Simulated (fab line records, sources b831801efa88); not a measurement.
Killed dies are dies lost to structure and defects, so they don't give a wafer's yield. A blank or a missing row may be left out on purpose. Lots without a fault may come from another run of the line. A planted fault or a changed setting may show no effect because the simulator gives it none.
Split-lot experiment | flow sfq_line | 5 lots, 23 wafers read, on a route of 325 steps

THE SPLIT
At SFQ_TRILAYER_M6_LITHO_COAT_159 (resist thk 600 nm), the setting resist_thk_nm was moved away from the recipe's 600 nm on 6 of the 23 wafers read, by -3.8% to -1.6%. The other wafers ran this setting at the recipe's value.

FROM THE SPLIT TO THE READING: what the file shows between them, 3 steps
- SFQ_TRILAYER_M6_LITHO_SOFTBAKE_163
- SFQ_TRILAYER_M6_LITHO_EXPOSE_160: exposes mask M6, target cd 500 nm
- SFQ_TRILAYER_M6_LITHO_DEVELOP_161: time 60 s

THE READING
KrF_of_TRILAYER_M6_LITHO_COAT_159.thk_nm (the simulator's own value, which no gauge read), in nm, at SFQ_TRILAYER_M6_BARC_OPEN_METAL_ETCH_206 (etches BARC in O2, target depth 125 nm, time 41.7 s). The file gives no usual value for it. The 17 wafers here that ran the recipe average 523.0 nm, standard deviation 2.9 nm.

wafer  | tool, chamber at the split | resist_thk_nm as run, nm | against the recipe | KrF_of_TRILAYER_M6_LITHO_COAT_159.thk_nm, nm | against lot-mates on the recipe
L074.1 | litho_track-03, 0          | 590.3                    | -1.6%              | 512.4                                        | -11.0
L074.2 | litho_track-03, 0          | 600                      | recipe             | 523.4                                        | -
L074.3 | litho_track-03, 0          | 590.3                    | -1.6%              | 511                                          | -12.4
L074.4 | litho_track-03, 0          | 600                      | recipe             | 521.8                                        | -
L074.5 | litho_track-03, 0          | 600                      | recipe             | 525                                          | -
L077.1 | litho_track-04, 0          | 600                      | recipe             | 525.2                                        | -
L077.3 | litho_track-04, 0          | 600                      | recipe             | 524.9                                        | -
L077.4 | litho_track-04, 0          | 600                      | recipe             | 530.5                                        | -
L077.5 | litho_track-04, 0          | 581.9                    | -3.0%              | 507.3                                        | -19.6
L077.6 | litho_track-04, 0          | 581.9                    | -3.0%              | 509.1                                        | -17.8
L078.1 | litho_track-03, 0          | 600                      | recipe             | 520.4                                        | -
L078.2 | litho_track-03, 0          | 600                      | recipe             | 522.7                                        | -
L078.5 | litho_track-03, 0          | 600                      | recipe             | 522.7                                        | -
L078.3 | litho_track-03, 0          | 600                      | recipe             | 523.6                                        | -
L078.6 | litho_track-03, 0          | 600                      | recipe             | 521.8                                        | -
L080.2 | litho_track-03, 0          | 600                      | recipe             | 518.3                                        | -
L080.5 | litho_track-03, 0          | 600                      | recipe             | 521.8                                        | -
L080.6 | litho_track-03, 0          | 600                      | recipe             | 517.4                                        | -
L083.1 | litho_track-02, 0          | 600                      | recipe             | 524.1                                        | -
L083.2 | litho_track-02, 0          | 600                      | recipe             | 523.1                                        | -
L083.3 | litho_track-02, 0          | 600                      | recipe             | 525                                          | -
L083.5 | litho_track-02, 0          | 577.1                    | -3.8%              | 500.5                                        | -23.6
L083.6 | litho_track-02, 0          | 577.1                    | -3.8%              | 500.1                                        | -24.0

THE FIT
A straight line over all 23 wafers: KrF_of_TRILAYER_M6_LITHO_COAT_159.thk_nm changes by +5.68 nm for each +1% of resist_thk_nm; r = +0.94; the points scatter about the line by 2.8 nm.
The same after taking each lot's own level away (the mean of its wafers on the recipe; 23 wafers): +6.29 nm for each +1%; r = +0.98; scatter 1.6 nm.
On that fit, the largest move of resist_thk_nm shifts the reading by 24 nm.
The lots' own levels span 519.17 to 526.87 nm, that is 2.7 times the standard deviation above.
So the lot-to-lot level changes the slope little: the two slopes agree.
Check: with one of the wafers moved furthest among these (-3.8%) left out of the fit, the line predicts -24.3 nm for it against its lot-mates. It came out at -23.6 nm against them.

THE WHOLE CHAIN: every reading that the file lists as answering this split, in the file's order
step                                     | what it does                                        | reading                                                                                   | change (the file's fit)              | r (the file's)
SFQ_TRILAYER_M6_LITHO_COAT_159           | resist thk 600 nm                                   | KrF_of_TRILAYER_M6_LITHO_COAT_159.thk_nm (the simulator's own value, which no gauge read) | +6.2 nm for each +1% of the setting  | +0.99
SFQ_TRILAYER_M6_BARC_OPEN_METAL_ETCH_206 | etches BARC in O2, target depth 125 nm, time 41.7 s | KrF_of_TRILAYER_M6_LITHO_COAT_159.thk_nm (the simulator's own value, which no gauge read) | +6.32 nm for each +1% of the setting | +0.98

THE FILE'S OWN FIT
KrF_of_TRILAYER_M6_LITHO_COAT_159.thk_nm changes by +6.32 nm for each +1% of resist_thk_nm, r = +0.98.
